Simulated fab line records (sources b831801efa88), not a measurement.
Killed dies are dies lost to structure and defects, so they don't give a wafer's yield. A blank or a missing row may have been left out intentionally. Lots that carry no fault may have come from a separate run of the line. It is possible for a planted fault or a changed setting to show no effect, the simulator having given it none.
fab line records -- flow gf180mcu
[record] lots = 13, wafers = 39, last-day = 34
route steps=602 shown MVPSD@88 MVSD@136 HV_LDD@221
lots untouched by any fault: they come from a run of this same line in which no faults occurred
start-h: hours from the record's first day to the start of the lot's first wafer shown -- wait-h: how many hours have passed since the lot's step before this one -- " unchanged from the row above -- L1.1+2: a single row standing in for several wafers -- - either no value or no given start -- * or withheld: withheld -- < > ~ a bound
route shown NAME@n: a module of which the file shows steps, and the number in the route of the first -- usual: average and standard deviation across the fault-free wafers -- same: alike in all rows -- chamber/n: place in a boat -- sites: each site's reading -- _std_site: how widely they spread, as a standard deviation -- _edge_site: the outer-site mean with the inner-site mean subtracted -- radius-mm: how far each site lies from the wafer's centre -- mask NAME#n: copy n -- behind: the most recent tool/chamber to have shaped the wafer -- hold: why the lot was held/for how many hours/how that ended -- device: the n, p or np transistor that did not switch -- end of line: at the end of the route, the tests of the same wafers -- for a step that has no rows: nothing shown but its recipe -- killed: dies lost to structure and defects at the first sort, not the wafer's yield -- map: shows each die of a wafer: x if killed, . if not, _ if none is there
set.NAME: the setting as run; set.NAME@STEP: as run at that earlier step -- model.NAME: the simulator's own value behind a step, which no gauge read
route steps across a sampled set of lots; one table per step, one row per wafer
services: a tool's chamber out of use, with start hour (start-h, from the record's first day; less than 0 if before it), hours out, and reason
[[steps]]
[step GF_MVPSD_STRIP_10]
[recipe] chemistry = O2/N2, power-w = 1400, pressure-mtorr = 1500, platen-temp-c = 250, o2-flow-sccm = 3000, n2-flow-sccm = 300, overash-fraction = 0.5
[usual] drypump-motor-current-A = 5.5/0.33, heater-power-w = 340/16, oes-product-au = 0.721/0.0044, strip-time-to-endpoint-s = 37.02/0.11
lot.wafer,tool,chamber,start-h,wait-h,drypump-motor-current-A,heater-power-w,oes-product-au,rf-hours-counter-h,strip-time-to-endpoint-s
L609.1,plasma-asher-01,1,100.73,0.1,5.7,358,0.728,32,36.90
L609.5,plasma-asher-01,0,100.73,0.1,5.0,326,0.725,-,37.03
L609.6,plasma-asher-01,1,100.73,0.1,5.7,342,0.721,-,36.88
L610.2,plasma-asher-03,1,102.38,0.1,5.6,330,0.718,46,36.99
L610.4,plasma-asher-03,0,102.38,0.1,5.9,318,0.722,-,37.08
L610.5,plasma-asher-03,0,102.38,0.1,5.9,316,0.731,-,36.94
L611.3,plasma-asher-01,1,109.06,0.1,5.7,344,0.724,-,37.09
L611.4,plasma-asher-01,0,109.06,0.1,4.9,334,0.713,-,37.05
L611.5,plasma-asher-01,0,109.06,0.1,4.9,326,0.721,-,37.04
L612.1,plasma-asher-01,1,114.03,0.1,5.7,357,0.719,33,37.08
L612.2,plasma-asher-01,0,114.03,0.1,5.0,326,0.727,33,36.97
L612.6,plasma-asher-01,1,114.03,0.1,5.7,370,0.722,-,36.99
L614.4,plasma-asher-04,1,127.24,0.1,5.7,355,0.719,-,37.00
L614.5,plasma-asher-04,0,127.24,0.1,5.2,334,0.718,-,37.04
L614.6,plasma-asher-04,1,127.24,0.1,5.7,359,0.725,-,37.04
L619.2,plasma-asher-01,0,159.43,0.1,5.0,317,0.726,38,36.99
L619.4,plasma-asher-01,1,159.43,0.1,5.7,355,0.714,-,36.97
L619.5,plasma-asher-01,1,159.43,0.1,5.7,366,0.720,-,36.98
L620.3,plasma-asher-01,0,166.28,0.1,5.0,327,0.721,-,36.90
L620.4,plasma-asher-01,1,166.28,0.1,5.7,355,0.718,-,36.97
L620.6,plasma-asher-01,1,166.28,0.1,5.7,359,0.719,-,36.94
L624.2,plasma-asher-03,1,191.22,0.1,5.6,350,0.721,8,37.12
L624.4,plasma-asher-03,1,191.22,0.1,5.6,341,0.723,-,37.06
L624.5,plasma-asher-03,0,191.22,0.1,5.9,322,0.718,-,37.06
L625.2,plasma-asher-01,1,193.85,0.1,5.7,356,0.725,41,37.01
L625.5,plasma-asher-01,0,193.85,0.1,5.0,328,0.728,-,37.02
L625.6,plasma-asher-01,1,193.85,0.1,5.7,354,0.721,-,36.96
L628.4,plasma-asher-04,1,212.48,0.1,5.8,364,0.726,-,37.04
L628.5,plasma-asher-04,0,212.48,0.1,5.2,333,0.719,-,37.20
L628.6,plasma-asher-04,1,212.48,0.1,5.7,352,0.721,-,37.09
L630.2,plasma-asher-04,1,223.92,0.1,5.8,364,0.727,55,37.25
L630.3,plasma-asher-04,1,223.92,0.1,5.7,354,0.718,-,37.29
L630.4,plasma-asher-04,0,223.92,0.1,5.2,329,0.716,-,37.33
L631.2,plasma-asher-04,0,232.10,0.1,5.2,326,0.713,55,37.10
L631.4,plasma-asher-04,1,232.10,0.1,5.7,361,0.721,-,37.15
L631.6,plasma-asher-04,0,232.10,0.1,5.2,329,0.724,-,37.10
L632.2,plasma-asher-01,0,236.07,0.1,5.0,320,0.722,46,37.17
L632.5,plasma-asher-01,0,236.07,0.1,5.0,320,0.725,-,37.05
L632.6,plasma-asher-01,1,236.07,0.1,5.7,348,0.717,-,37.03
[step GF_VT_IMPLANT_RS_MEAS_46]
[recipe] thk-meas-gauge = four-point-probe
[usual] MVSD_RS = 456.9/1.3
lot.wafer,tool,chamber,start-h,wait-h,MVSD_RS[ohm/sq]
L609.1,film-metro-02,-,162.82,0.1,458.2
L609.5,film-metro-02,-,162.82,0.1,456.0
L609.6,film-metro-02,-,162.82,0.1,457.9
L610.2,film-metro-03,-,164.83,0.1,457.4
L610.4,film-metro-03,-,164.83,0.1,455.3
L610.5,film-metro-03,-,164.83,0.1,457.3
L611.3,film-metro-02,-,170.90,0.1,456.1
L611.4,film-metro-02,-,170.90,0.1,455.0
L611.5,film-metro-02,-,170.90,0.1,456.8
L612.1,film-metro-03,-,176.11,0.1,457.1
L612.2,film-metro-03,-,176.11,0.1,459.0
L612.6,film-metro-03,-,176.11,0.1,456.6
L614.4,film-metro-02,-,191.62,0.1,455.4
L614.5,film-metro-02,-,191.62,0.1,456.3
L614.6,film-metro-02,-,191.62,0.1,456.8
L619.2,film-metro-04,-,228.38,0.1,456.0
L619.4,film-metro-04,-,228.38,0.1,455.3
L619.5,film-metro-04,-,228.38,0.1,455.8
L620.3,film-metro-02,-,237.20,0.1,457.2
L620.4,film-metro-02,-,237.20,0.1,457.2
L620.6,film-metro-02,-,237.20,0.1,455.3
L624.2,film-metro-02,-,264.94,0.1,455.9
L624.4,film-metro-02,-,264.94,0.1,455.1
L624.5,film-metro-02,-,264.94,0.1,455.3
L625.2,film-metro-03,-,268.08,0.1,458.0
L625.5,film-metro-03,-,268.08,0.1,459.0
L625.6,film-metro-03,-,268.08,0.1,458.6
L628.4,film-metro-02,-,287.77,0.1,456.9
L628.5,film-metro-02,-,287.77,0.1,457.4
L628.6,film-metro-02,-,287.77,0.1,456.6
L630.2,film-metro-02,-,301.48,0.1,456.7
L630.3,film-metro-02,-,301.48,0.1,456.5
L630.4,film-metro-02,-,301.48,0.1,457.0
L631.2,film-metro-04,-,309.67,0.1,455.8
L631.4,film-metro-04,-,309.67,0.1,454.3
L631.6,film-metro-04,-,309.67,0.1,455.8
L632.2,film-metro-02,-,314.33,0.1,456.1
L632.5,film-metro-02,-,314.33,0.1,456.5
L632.6,film-metro-02,-,314.33,0.1,457.5
[step GF_HV_LDD_DEVELOP_45]
[recipe] develop-time-s = 60, dev-temp-c = 23
[usual] chill-plate-temp-C = 23.00/0.12, exhaust-pa = 44.7/0.82
lot.wafer,tool,chamber,start-h,wait-h,chill-plate-temp-C,exhaust-pa
L609.1,litho-track-01,0,278.94,0.1,22.76,44.8
L609.5,litho-track-01,0,278.94,0.1,22.90,45.6
L609.6,litho-track-01,0,278.94,0.1,22.80,46.5
L610.2,litho-track-03,0,282.73,0.1,22.98,46.6
L610.4,litho-track-03,0,282.73,0.1,23.02,45.5
L610.5,litho-track-03,0,282.73,0.1,22.93,45.5
L611.3,litho-track-04,0,294.72,0.1,23.01,43.1
L611.4,litho-track-04,0,294.72,0.1,23.00,44.8
L611.5,litho-track-04,0,294.72,0.1,23.13,43.5
L612.1,litho-track-01,0,295.94,0.1,22.93,43.8
L612.2,litho-track-01,0,295.94,0.1,22.98,44.1
L612.6,litho-track-01,0,295.94,0.1,23.01,43.0
L614.4,litho-track-01,0,313.76,0.1,22.90,45.2
L614.5,litho-track-01,0,313.76,0.1,22.90,44.5
L614.6,litho-track-01,0,313.76,0.1,22.93,45.3
L619.2,litho-track-01,0,359.21,0.1,23.11,43.6
L619.4,litho-track-01,0,359.21,0.1,23.10,45.1
L619.5,litho-track-01,0,359.21,0.1,22.95,46.1
L620.3,litho-track-01,0,368.49,0.1,22.91,43.7
L620.4,litho-track-01,0,368.49,0.1,22.88,43.7
L620.6,litho-track-01,0,368.49,0.1,22.84,44.5
L624.2,litho-track-04,0,402.69,0.1,22.92,44.8
L624.4,litho-track-04,0,402.69,0.1,22.94,45.2
L624.5,litho-track-04,0,402.69,0.1,22.88,42.7
L625.2,litho-track-03,0,404.58,0.1,23.02,45.6
L625.5,litho-track-03,0,404.58,0.1,23.08,45.1
L625.6,litho-track-03,0,404.58,0.1,23.00,45.8
L628.4,litho-track-01,0,429.61,0.1,23.02,45.0
L628.5,litho-track-01,0,429.61,0.1,23.08,45.1
L628.6,litho-track-01,0,429.61,0.1,23.12,45.1
L630.2,litho-track-03,0,443.28,0.1,23.08,45.0
L630.3,litho-track-03,0,443.28,0.1,22.85,44.4
L630.4,litho-track-03,0,443.28,0.1,23.01,45.4
L631.2,litho-track-04,0,454.69,0.1,22.89,43.8
L631.4,litho-track-04,0,454.69,0.1,23.00,43.9
L631.6,litho-track-04,0,454.69,0.1,22.91,44.8
L632.2,litho-track-01,0,458.51,0.1,22.98,45.0
L632.5,litho-track-01,0,458.51,0.1,23.23,43.8
L632.6,litho-track-01,0,458.51,0.1,23.00,44.6
[step GF_HV_LDD_CD_MEAS_46]
[recipe] target-cd-nm = 400
[usual] cd-nm = 400.4/2.2
lot.wafer,tool,chamber,start-h,wait-h,cd-nm
L609.1,cd-sem-02,-,279.09,0.1,402.5
L609.5,cd-sem-02,-,279.09,0.1,401.9
L609.6,cd-sem-02,-,279.09,0.1,402.4
L610.2,cd-sem-02,-,282.88,0.1,398.7
L610.4,cd-sem-02,-,282.88,0.1,399.4
L610.5,cd-sem-02,-,282.88,0.1,397.1
L611.3,cd-sem-02,-,294.86,0.1,400.6
L611.4,cd-sem-02,-,294.86,0.1,399.4
L611.5,cd-sem-02,-,294.86,0.1,399.4
L612.1,cd-sem-01,-,296.09,0.1,401.1
L612.2,cd-sem-01,-,296.09,0.1,398.7
L612.6,cd-sem-01,-,296.09,0.1,399.5
L614.4,cd-sem-02,-,313.90,0.1,398.1
L614.5,cd-sem-02,-,313.90,0.1,398.2
L614.6,cd-sem-02,-,313.90,0.1,397.5
L619.2,cd-sem-02,-,359.36,0.1,397.8
L619.4,cd-sem-02,-,359.36,0.1,409.7
L619.5,cd-sem-02,-,359.36,0.1,397.0
L620.3,cd-sem-01,-,368.63,0.1,413.3
L620.4,cd-sem-01,-,368.63,0.1,411.7
L620.6,cd-sem-01,-,368.63,0.1,411.5
L624.2,cd-sem-02,-,402.83,0.1,404.0
L624.4,cd-sem-02,-,402.83,0.1,402.1
L624.5,cd-sem-02,-,402.83,0.1,402.1
L625.2,cd-sem-01,-,404.72,0.1,399.4
L625.5,cd-sem-01,-,404.72,0.1,402.3
L625.6,cd-sem-01,-,404.72,0.1,400.9
L628.4,cd-sem-01,-,429.74,0.1,403.2
L628.5,cd-sem-01,-,429.74,0.1,400.3
L628.6,cd-sem-01,-,429.74,0.1,402.3
L630.2,cd-sem-02,-,443.42,0.1,399.6
L630.3,cd-sem-02,-,443.42,0.1,399.3
L630.4,cd-sem-02,-,443.42,0.1,399.5
L631.2,cd-sem-01,-,454.83,0.1,399.2
L631.4,cd-sem-01,-,454.83,0.1,399.2
L631.6,cd-sem-01,-,454.83,0.1,398.5
L632.2,cd-sem-02,-,458.65,0.1,405.9
L632.5,cd-sem-02,-,458.65,0.1,402.1
L632.6,cd-sem-02,-,458.65,0.1,403.7
[step GF_HV_LDD_STRIP_49]
[recipe] chemistry = O2/N2, power-w = 1400, pressure-mtorr = 1500, platen-temp-c = 250, o2-flow-sccm = 3000, n2-flow-sccm = 300, overash-fraction = 0.5
[usual] drypump-motor-current-A = 5.5/0.32, heater-power-w = 341/14, oes-product-au = 0.715/0.005, strip-time-to-endpoint-s = 12.644/0.025
lot.wafer,tool,chamber,start-h,wait-h,drypump-motor-current-A,heater-power-w,oes-product-au,rf-hours-counter-h,strip-time-to-endpoint-s
L609.1,plasma-asher-03,0,279.39,0.1,5.9,326,0.723,17,12.665
L609.5,plasma-asher-03,1,279.39,0.1,5.6,344,0.723,-,12.664
L609.6,plasma-asher-03,0,279.39,0.1,5.9,326,0.709,-,12.639
L610.2,plasma-asher-01,1,283.16,0.1,5.7,357,0.706,50,12.658
L610.4,plasma-asher-01,0,283.16,0.1,4.9,325,0.717,-,12.647
L610.5,plasma-asher-01,1,283.16,0.1,5.7,353,0.724,-,12.670
L611.3,plasma-asher-01,0,295.15,0.1,5.0,327,0.718,-,12.635
L611.4,plasma-asher-01,1,295.15,0.1,5.7,348,0.718,-,12.646
L611.5,plasma-asher-01,0,295.15,0.1,5.0,328,0.719,-,12.685
L612.1,plasma-asher-03,0,296.39,0.1,5.9,335,0.709,19,12.603
L612.2,plasma-asher-03,1,296.39,0.1,5.6,357,0.718,19,12.613
L612.6,plasma-asher-03,0,296.39,0.1,5.8,333,0.712,-,12.595
L614.4,plasma-asher-03,1,314.18,0.1,5.6,343,0.719,-,12.631
L614.5,plasma-asher-03,1,314.18,0.1,5.6,343,0.713,-,12.611
L614.6,plasma-asher-03,0,314.18,0.1,5.9,334,0.711,-,12.643
L619.2,plasma-asher-03,1,359.64,0.1,5.6,345,0.715,26,12.661
L619.4,plasma-asher-03,1,359.64,0.1,5.6,351,0.720,-,12.665
L619.5,plasma-asher-03,0,359.64,0.1,5.9,329,0.719,-,12.677
L620.3,plasma-asher-01,1,368.92,0.1,5.7,363,0.711,-,12.679
L620.4,plasma-asher-01,0,368.92,0.1,4.9,327,0.713,-,12.689
L620.6,plasma-asher-01,1,368.92,0.1,5.7,353,0.717,-,12.678
L624.2,plasma-asher-04,0,403.12,0.1,5.2,330,0.709,74,12.630
L624.4,plasma-asher-04,1,403.12,0.1,5.8,357,0.715,-,12.651
L624.5,plasma-asher-04,1,403.12,0.1,5.8,356,0.730,-,12.640
L625.2,plasma-asher-01,0,405.01,0.1,4.9,322,0.720,63,12.685
L625.5,plasma-asher-01,0,405.01,0.1,4.9,328,0.713,-,12.607
L625.6,plasma-asher-01,1,405.01,0.1,5.7,364,0.711,-,12.626
L628.4,plasma-asher-04,0,430.02,0.1,5.2,328,0.719,-,12.630
L628.5,plasma-asher-04,1,430.02,0.1,5.8,357,0.715,-,12.622
L628.6,plasma-asher-04,0,430.02,0.1,5.2,321,0.711,-,12.605
L630.2,plasma-asher-01,0,443.71,0.1,5.0,329,0.717,67,12.630
L630.3,plasma-asher-01,1,443.71,0.1,5.7,350,0.716,-,12.654
L630.4,plasma-asher-01,0,443.71,0.1,5.0,324,0.714,-,12.669
L631.2,plasma-asher-03,0,455.12,0.1,5.8,335,0.713,33,12.619
L631.4,plasma-asher-03,0,455.12,0.1,5.9,324,0.720,-,12.636
L631.6,plasma-asher-03,1,455.12,0.1,5.6,349,0.711,-,12.665
L632.2,plasma-asher-03,0,458.94,0.1,5.9,332,0.712,34,12.643
L632.5,plasma-asher-03,1,458.94,0.1,5.6,351,0.708,-,12.578
L632.6,plasma-asher-03,0,458.94,0.1,5.9,323,0.721,-,12.643
[[services]]
tool,chamber,start-h,hours,kind
plasma-asher-03,-,108.75,9.0,pm
plasma-asher-03,0,108.75,9.0,vent-cycle
plasma-asher-03,1,108.75,9.0,vent-cycle
plasma-asher-03,0,117.75,-,clean
plasma-asher-03,1,117.75,-,clean
litho-track-03,-,200.44,-,consumable-replace:filter
plasma-asher-04,-,254.93,1.7,repair
plasma-asher-04,-,354.98,4.9,repair
plasma-asher-03,-,372.67,2.8,pm
plasma-asher-03,-,378.16,23.1,repair
plasma-asher-01,-,382.27,0.7,repair
plasma-asher-03,-,392.94,1.7,repair
litho-track-01,-,406.82,-,consumable-replace:filter
plasma-asher-01,-,421.63,2.0,repair
plasma-asher-01,-,424.77,0.7,repair
[[key]]
[first-sign] step = GF_HV_LDD_CD_MEAS_46, reading = cd-nm, direction = up, sigmas = 5.1, usual = 400.4, struck = 411.6
effect none on later readings
met-at GF_HV_LDD_DEVELOP_45
struck-lots L619,L620
struck-wafers L619.4,L620.3,L620.4,L620.6
tester-left-out L619,L620
not-acting-at GF_MVPSD_STRIP_10,GF_VT_IMPLANT_RS_MEAS_46,GF_HV_LDD_STRIP_49
onset-between 313.76 359.21
[fault] kind = process-parameter-drift, tool = litho-track-01, chamber = -, onset-h = 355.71, steps = GF_HV_LDD_DEVELOP_45, channel = develop-time-s, offset = *, shape = step, end-h = 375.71, scope = struck-wafers-only, acts-in = *, stated = *
// tester-left-out: of these lots the tester's yield and bins aren't shown, on N5 and GAA mostly nor the transistor test; their killed dies are dies lost to structure and defects alone, not to doping, threshold or leakage, so they don't give the yield
